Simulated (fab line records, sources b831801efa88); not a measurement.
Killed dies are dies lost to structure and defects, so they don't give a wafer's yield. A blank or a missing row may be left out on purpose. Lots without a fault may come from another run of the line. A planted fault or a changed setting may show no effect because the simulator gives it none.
A struck lot beside a sound one | flow sky130 | 36 steps out of a route of 708
Sound: wafers L826.1, L826.2, L826.5. Struck: wafers L830.3, L830.5, L830.6. The cause comes at the end.
At each step with rows: each side's tool, then ch and its chambers, then its first start. Under that, the readings that differ: sound wafers | struck wafers | difference of the means | sigmas: that difference in standard deviations of wafers without a fault.
alike: readings whose means differ by less than 2 such deviations, and words and numbers that are the same on both sides. not compared: withheld readings, readings that some wafer has no value for, bounds like >300 that may hide the same value, and numbers for which the record gives no deviation and whose values overlap.
The two part at a step that has a row with sigmas, a row that says differs or no value, or rows on one side only. Numbers that don't overlap but have no deviation are shown without sigmas and don't part them. A reading that every wafer of one side lacks parts them only if that side has two wafers or more.

first, 6 steps without rows for these wafers: SKY_PWDE_HMDS_01 (prime time 60 s); SKY_PWDE_COAT_02 (resist thk 3000 nm); SKY_PWDE_SOFTBAKE_03; SKY_PWDE_EXPOSE_04 (exposes mask PWDEM, target cd 840 nm); SKY_PWDE_PEB_05; SKY_PWDE_DEVELOP_06 (develop time 60 s).
SKY_PWDE_OVL_MEAS_07:
  sound on overlay-01, day 5 16:14; struck on overlay-02, day 6 15:54
  alike: PWDE_OVL
then, 1 step without rows for these wafers: SKY_PWDE_IMPLANT_08.
SKY_PWDE_STRIP_09: strips in O2/N2.
  sound on plasma_asher-03 ch 0,1, day 5 16:26; struck on plasma_asher-01 ch 0,1, day 6 16:07
  alike: drypump_motor_current_A, oes_product_au, strip_time_to_endpoint_s
  not compared: rf_hours_counter_h
SKY_PWDE_TW_MEAS_10:
  sound on film_metro-02, day 5 16:32; struck on film_metro-03, day 6 16:12
  alike: PWDE_TW
then, 2 steps without rows for these wafers: SKY_NWELL_DEHYDRATE_03 (time 60 s); SKY_NWELL_HMDS_04 (prime time 60 s).
SKY_NWELL_COAT_05: resist thk 3000 nm.
  sound on litho_track-02 ch 0, day 6 01:32; struck on litho_track-02, day 7 01:47
  no value came back on the struck wafers for chill_plate_temp_C (C), dispense_pressure_kPa (kPa), exhaust_pa (Pa); on the sound wafers chill_plate_temp_C (C) reads 23.07 23.08 22.98
then, 4 steps without rows for these wafers: SKY_NWELL_SOFTBAKE_06; SKY_NWELL_EXPOSE_07 (exposes mask NWM, target cd 840 nm); SKY_NWELL_PEB_08; SKY_NWELL_DEVELOP_09 (develop time 60 s).
SKY_NWELL_OVL_MEAS_10:
  sound on overlay-02, day 6 11:02; struck on overlay-01, day 7 11:30
  reading           | sound       | struck | difference                    | sigmas
  NWELL_00_OVL (nm) | 0.0 0.0 1.4 | - - -  | no value on the struck wafers |
then, 3 steps without rows for these wafers: SKY_NWELL_IMPLANT_11; SKY_NWELL_IMPLANT_12; SKY_NWELL_IMPLANT_13.
SKY_NWELL_STRIP_14: strips in O2/N2.
  sound on plasma_asher-04 ch 0,1, day 6 11:32; struck on plasma_asher-03 ch 0,1, day 7 12:01
  no value came back on the struck wafers for oes_product_au (a.u.), strip_time_to_endpoint_s (s); on the sound wafers oes_product_au (a.u.) reads 0.721 0.713 0.726
  alike: drypump_motor_current_A
  not compared: rf_hours_counter_h
SKY_NWELL_TW_MEAS_15:
  sound on film_metro-01, day 6 11:38; struck on film_metro-02, day 7 12:06
  alike: NWELL_TW
then, 7 steps without rows for these wafers: SKY_NWELL_DEHYDRATE_16 (time 60 s); SKY_NWELL_HMDS_17 (prime time 60 s); SKY_NWELL_COAT_18 (resist thk 3000 nm); SKY_NWELL_SOFTBAKE_19; SKY_NWELL_EXPOSE_20 (exposes mask NWM COMPLEMENT, target cd 840 nm); SKY_NWELL_PEB_21; SKY_NWELL_DEVELOP_22 (develop time 60 s).
SKY_NWELL_OVL_MEAS_23:
  sound on overlay-02, day 7 07:32; struck on overlay-01, day 8 07:27
  alike: NWELL_01_OVL
then, 1 step without rows for these wafers: SKY_NWELL_IMPLANT_24.
SKY_NWELL_STRIP_25: strips in O2/N2.
  sound on plasma_asher-02 ch 0,1, day 7 07:44; struck on plasma_asher-02 ch 0,1, day 8 07:40
  reading                      | sound             | struck            | difference | sigmas
  strip_time_to_endpoint_s (s) | 37.11 37.15 36.91 | 36.64 36.74 36.74 | -0.35      | -3
  alike: drypump_motor_current_A, oes_product_au
  not compared: rf_hours_counter_h
SKY_NWELL_TW_MEAS_26:
  sound on film_metro-02, day 7 07:50; struck on film_metro-03, day 8 07:45
  reading    | sound             | struck               | difference | sigmas
  NWELL_2_TW | 497.4 495.8 493.0 | 1834.4 1825.7 1825.4 | +1333.1    | +99 or more
then, 1 step without rows for these wafers: SKY_NWELL_CLEAN_27 (cleans in SC1/SC2, time 150 s).
-- the record jumps here: 40 days lie between the struck wafers' starts before and after (it left off in module NWELL and takes up again in module PAD_OPEN, whose first step shown is number 708 of the route) --
SKY_PAD_OPEN_PROBE_99:
  sound on prober-02, day 47 15:56; struck on prober-01, day 48 16:07
  reading             | sound    | struck      | difference | sigmas
  killed_at_front_end | 11 18 17 | 408 414 418 | +398       | +90
  killed_dies         | 84 92 81 | 492 492 492 | +406       | +41
  killed_on_rim       | 14 22 17 | 96 96 96    | +78        | +20
  alike: killed_at_M0_to_M3, killed_at_M4_up, killed_at_contacts, killed_at_other, killed_open, killed_short

WHERE THEY PART
First at SKY_NWELL_COAT_05; last, within this record, at SKY_PAD_OPEN_PROBE_99.

WHY: what the simulator had put in
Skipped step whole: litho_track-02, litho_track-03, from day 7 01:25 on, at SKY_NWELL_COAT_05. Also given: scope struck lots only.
